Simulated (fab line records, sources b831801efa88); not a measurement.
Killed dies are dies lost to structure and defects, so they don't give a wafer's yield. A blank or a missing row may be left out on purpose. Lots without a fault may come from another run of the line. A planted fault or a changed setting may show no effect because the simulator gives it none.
Which tool did it? | flow sky130 | 7 lots, 21 wafers sampled, at 2 steps of a route of 708

WHAT THE GAUGES READ, wafer by wafer
SKY_VIA1_CD_MEAS_12: target cd 150 nm.
lot  | measured     | on        | cd_nm (nm)
L491 | day 34 05:53 | cd_sem-01 | 148.5 147.8 147.2
L493 | day 34 19:17 | cd_sem-01 | 151.3 151.0 150.0
L499 | day 37 02:19 | cd_sem-02 | 151.6 150.9 149.7
L501 | day 37 13:29 | cd_sem-01 | 150.7 148.8 149.6
L507 | day 39 19:57 | cd_sem-01 | 149.5 151.2 150.2
L511 | day 40 11:41 | cd_sem-01 | 148.2 149.0 149.2
L513 | day 40 23:08 | cd_sem-02 | 149.1 150.4 150.2

WHICH TOOL RAN EACH LOT (tool, then ch and the chambers of the sampled wafers, then the start)
lot  | SKY_LDD_N_IMPLANT_09
L491 | implanter-03 ch 0, day 17 21:39
L493 | implanter-03 ch 0, day 18 14:49
L499 | implanter-03 ch 0, day 21 05:01
L501 | implanter-01 ch 0, day 21 19:26
L507 | implanter-02 ch 0, day 24 14:01
L511 | implanter-01 ch 0, day 25 06:50
L513 | implanter-02 ch 0, day 25 23:23
- SKY_LDD_N_IMPLANT_09

THE ANSWER, worked out from the rows above alone
Rule: what is usual is taken from the lots themselves. Put in order of their means at a reading, lots are off if they are a third of the lots or fewer, leave a main group of 4 or more, and stand apart from it by a gap of 3 or more times the standard deviation of the main group's means; of several such gaps the widest counts. A main group whose means are all the same, to the digits that the tables above print for the reading, isn't used. A lot without any number at a reading at which 4 lots or more have one is off too. The other lots that the step has rows for count as sound.
No lot is off at any reading shown: from this, nothing can be told.

WHAT THE SIMULATOR HAD PUT IN
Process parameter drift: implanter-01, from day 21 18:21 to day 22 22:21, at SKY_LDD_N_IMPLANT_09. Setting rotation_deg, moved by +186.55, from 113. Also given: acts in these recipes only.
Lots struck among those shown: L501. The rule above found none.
